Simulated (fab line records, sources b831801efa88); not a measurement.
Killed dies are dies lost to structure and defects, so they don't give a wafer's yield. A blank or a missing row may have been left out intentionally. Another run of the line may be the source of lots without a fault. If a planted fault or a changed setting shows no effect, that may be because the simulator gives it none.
A lot that was struck, set against a sound lot    flow sky130    17 out of 708 route steps
Sound: these wafers, L770.1, L770.4, L770.5. Wafers struck: L779.1, L779.3, L779.6. The cause comes at the end.
For every step that has rows: the tool of each side, followed by ch and its chambers, followed by its first start. Under that, the readings that differ: sound wafers    struck wafers    difference of the means    sigmas: that difference in standard deviations of wafers without a fault.
alike: words and numbers the same on both sides, and readings whose means are apart by under 2 such deviations; not compared: readings that were withheld, readings missing a value for some wafer, numbers with overlapping values and no deviation given by the record, and bounds like >300 which may hide the same value.
Wherever a step has rows on one side only, a row that says differs or no value, or a row with sigmas, the two part there. Non-overlapping numbers with no deviation appear without sigmas and do not part them. Lack of a reading on every wafer of one side parts them only where that side has two or more wafers.

first, 9 steps without rows for these wafers: SKY_CAP2M_CLEAN_17 (cleans in O3/DIW); SKY_METAL4_DEHYDRATE_05 (time 60 s); SKY_METAL4_HMDS_06 (prime time 60 s); SKY_METAL4_COAT_07 (resist thk 60 nm); SKY_METAL4_COAT_08 (resist thk 1140 nm); SKY_METAL4_SOFTBAKE_09 (time 90 s); SKY_METAL4_EXPOSE_10 (exposes mask MM4, target cd 300 nm); SKY_METAL4_PEB_11; SKY_METAL4_DEVELOP_12 (develop time 60 s).
SKY_METAL4_CD_MEAS_13: the cd target is 300 nm.
  sound on cd sem-02, day 42 23:36; struck on cd sem-02, day 44 12:27
  alike: cd nm
SKY_METAL4_OVL_MEAS_14:
  sound on overlay-02, day 42 23:43; struck on overlay-01, day 44 12:34
  alike: METAL4_OVL
SKY_METAL4_DESCUM_15: chemistry O2, time 8 s.
  sound on rie metal-02 ch 0, day 42 23:45; struck on rie metal-01 ch 0,1, day 44 12:36
reading                      sound        struck       difference  sigmas
drypump motor current A (A)  5.0 5.0 5.0  6.0 6.4 6.0  +1.1        +2
  alike: oes product au
  not compared: rf hours counter h
SKY_METAL4_ETCH_16: etches BARC in N2/H2, stops on SiO2, time 88.2 s, target depth 60 nm.
  sound on rie metal-02 ch 0, day 42 23:47; struck on rie metal-01 ch 0,1, day 44 12:38
reading                                        sound              struck             difference  sigmas
drypump motor current A (A)                    5.0 5.0 5.0        6.0 6.4 6.0        +1.1        +2
oes product au (a.u.)                          0.617 0.630 0.630  0.574 0.579 0.579  -0.048      -11
run length s (s)                               117.1 117.2 117.0  138.6 138.3 138.5  +21.4       +51
model.KrF-thick_of_METAL4_COAT_08.thk nm (nm)  1076 1069 1072     1066 1063 1061     -9          
model.METAL4.cd nm (nm)                        301 301.2 301.7    299.6 299.3 299.1  -2.0        
model.SiO2_of_CAP2M_CVD_00.thk nm (nm)         15.51 15.57 15.53  14.57 14.72 14.67  -0.88       
  alike: bias w, throttle valve pct
  not compared: rf hours counter h
SKY_METAL4_ETCH_17: etches SiO2 in C4F8/O2/Ar, stops on TiN, time 3.9 s, target depth 15 nm.
  sound on rie diel-03 ch 0,2, day 42 23:53; struck on rie diel-02 ch 0,1, day 44 12:44
reading                   sound              struck             difference  sigmas
oes product au (a.u.)     0.749 0.761 0.757  0.725 0.742 0.736  -0.021      -3
model.METAL4.cd nm (nm)   301 301.1 301.8    299.6 299.3 299.1  -2.0        
model.etch.depth nm (nm)  15.51 15.57 15.53  14.57 14.72 14.67  -0.88       
  alike: bias w
  not compared: rf hours counter h
SKY_METAL4_METAL_ETCH_18: etches the open film in Cl2/BCl3, stops on SiO2, target depth 845 nm, time 183.1 s.
  sound on rie metal-01 ch 0, day 42 23:54; struck on rie metal-04 ch 0, day 44 12:45
  alike: bcl3 flow sccm, bias w, drypump motor current A, oes product au, run length s, throttle valve pct
  not compared: rf hours counter h, model.KrF-thick_of_METAL4_COAT_08.thk nm
SKY_METAL4_STRIP_19: strips in O2/N2.
  sound on plasma asher-01 ch 0,1, day 43 00:16; struck on plasma asher-01 ch 0,1, day 44 12:56
  alike: drypump motor current A, oes product au, strip time to endpoint s
  not compared: rf hours counter h
-- the record jumps here: 4 days lie between the struck wafers' starts before and after (it left off in module METAL4 and takes up again in module PAD_OPEN, whose first step shown is number 708 of the route) --
SKY_PAD_OPEN_PROBE_99:
  sound on prober-02, day 47 03:58; struck on prober-02, day 48 05:41
  alike: killed_at_M0_to_M3, killed_at_M4_up, killed at contacts, killed at front end, killed at other, killed dies, killed open, killed short

== WHERE THEY PART ==
At SKY_METAL4_DESCUM_15 first; at SKY_METAL4_ETCH_17 last (within this record only). Later steps at which nothing parts them and some readings are alike: SKY_METAL4_METAL_ETCH_18, SKY_METAL4_STRIP_19, SKY_PAD_OPEN_PROBE_99.

WHY: the cause the simulator had injected
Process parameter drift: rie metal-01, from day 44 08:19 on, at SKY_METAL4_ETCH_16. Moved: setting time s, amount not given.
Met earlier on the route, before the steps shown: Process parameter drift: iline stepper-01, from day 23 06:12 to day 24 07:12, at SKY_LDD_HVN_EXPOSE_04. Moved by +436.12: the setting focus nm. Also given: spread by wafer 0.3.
